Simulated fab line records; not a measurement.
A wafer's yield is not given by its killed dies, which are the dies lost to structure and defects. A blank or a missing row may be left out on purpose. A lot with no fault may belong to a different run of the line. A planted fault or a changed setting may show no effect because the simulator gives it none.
Chamber matching    flow gf180mcu    4 sister chambers for GF_V2_CMP_04 on cmp-01
The step polishes SiO2. 8 wafers are shown with their chamber, then 8 later ones without.

== WAFERS PAIRED WITH THEIR CHAMBERS ==
wafer   chamber  motor-current-A (A)  time-to-endpoint-s (s)
L812.6  3        11.1                 85
L813.5  3        10.9                 87
L815.1  0        10.5                 84
L815.3  1        11.9                 83
L817.3  1        11.6                 77
L817.4  2        12.2                 79
L817.5  0        11.3                 73
L821.1  2        11.9                 72

== WAFERS WITHOUT THEIR CHAMBER ==
wafer   motor-current-A (A)  time-to-endpoint-s (s)
L821.3  12.0                 70
L821.6  10.5                 76
L822.1  11.6                 77
L822.2  10.9                 69
L822.4  12.5                 78
L824.1  11.4                 79
L824.3  11.0                 75
L824.6  11.8                 93

== CHAMBER TAKEN BY EACH ==
wafer   from the rows above                in truth
L821.3  can't be placed: 2 or 1            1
L821.6  can't be placed: 0 or 3            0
L822.1  can't be placed: 1 or 2 or 0 or 3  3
L822.2  can't be placed: 0 or 3 or 1 or 2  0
L822.4  can't be placed: 2 or 1            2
L824.1  can't be placed: 1 or 0 or 3 or 2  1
L824.3  can't be placed: 0 or 3 or 1       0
L824.6  can't be placed: 1 or 3 or 2 or 0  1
Correct placement for 0 of the 8. Cannot be placed on the basis of these rows: 8; the candidates contain the true chamber in 8. Number placed wrongly: 0.
How it was worked out, from the rows above alone: a wafer's distance from a chamber is the root of the sum, over the readings, of the square of ((its reading less the chamber's mean) divided by the reading's scatter). The wafer belongs to the nearest chamber; if the next one is less than 2 further off, it can't be placed. For every chamber, the mean is computed from those of its wafers that are shown. How the scatter is found: for the shown wafers, subtract from each reading the mean of its chamber, square and add these, divide the total by (wafers less chambers), then take the root.
